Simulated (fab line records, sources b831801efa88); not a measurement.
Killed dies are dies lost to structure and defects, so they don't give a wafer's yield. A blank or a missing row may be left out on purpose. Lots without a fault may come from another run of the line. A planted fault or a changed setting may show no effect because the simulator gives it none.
Chamber matching | flow gf180mcu | GF_V4_CMP_04 on cmp-01: 4 sister chambers
The step polishes SiO2. 8 wafers are shown with their chamber, then 12 later ones without.

WAFERS WITH THEIR CHAMBER
wafer  | chamber | motor_current_A (A) | time_to_endpoint_s (s)
L079.6 | 2       | 12.2                | 91
L082.4 | 2       | 11.9                | 80
L088.2 | 1       | 12.6                | 80
L088.4 | 3       | 10.7                | 73
L088.6 | 0       | 11.3                | 78
L090.1 | 0       | 10.8                | 80
L090.3 | 1       | 12.6                | 83
L090.4 | 3       | 10.9                | 82

WAFERS WITHOUT THEIR CHAMBER
wafer  | motor_current_A (A) | time_to_endpoint_s (s)
L093.2 | 10.9                | 64
L093.3 | 11.9                | 80
L093.5 | 12.0                | 83
L095.1 | 12.1                | 85
L095.3 | 10.0                | 80
L095.4 | 10.4                | 76
L096.1 | 13.2                | 80
L096.3 | 12.8                | 77
L096.6 | 11.2                | 83
L097.3 | 11.5                | 83
L097.4 | 11.1                | 84
L097.5 | 10.9                | 84

WHICH CHAMBER EACH WENT THROUGH
wafer  | from the rows above          | in truth
L093.2 | can't be placed: 3 or 0      | 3
L093.3 | can't be placed: 2 or 1      | 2
L093.5 | 2                            | 2
L095.1 | 2                            | 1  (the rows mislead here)
L095.3 | can't be placed: 3 or 0      | 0
L095.4 | can't be placed: 3 or 0      | 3
L096.1 | 1                            | 1
L096.3 | 1                            | 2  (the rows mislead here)
L096.6 | can't be placed: 0 or 3      | 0
L097.3 | can't be placed: 0 or 2 or 3 | 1
L097.4 | can't be placed: 0 or 3      | 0
L097.5 | can't be placed: 0 or 3      | 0
Placed correctly: 2 of 12. Can't be placed from these rows: 8 (the true chamber is among the candidates in 7). Placed wrongly: 2.
How it was worked out, from the rows above alone: a wafer's distance from a chamber is the root of the sum, over the readings, of the square of ((its reading less the chamber's mean) divided by the reading's scatter). The wafer belongs to the nearest chamber; if the next one is less than 2 further off, it can't be placed. A chamber's mean is the mean of its shown wafers. The scatter: the root of (the sum of the squares of (reading less its chamber's mean) over the shown wafers, divided by (wafers less chambers)).
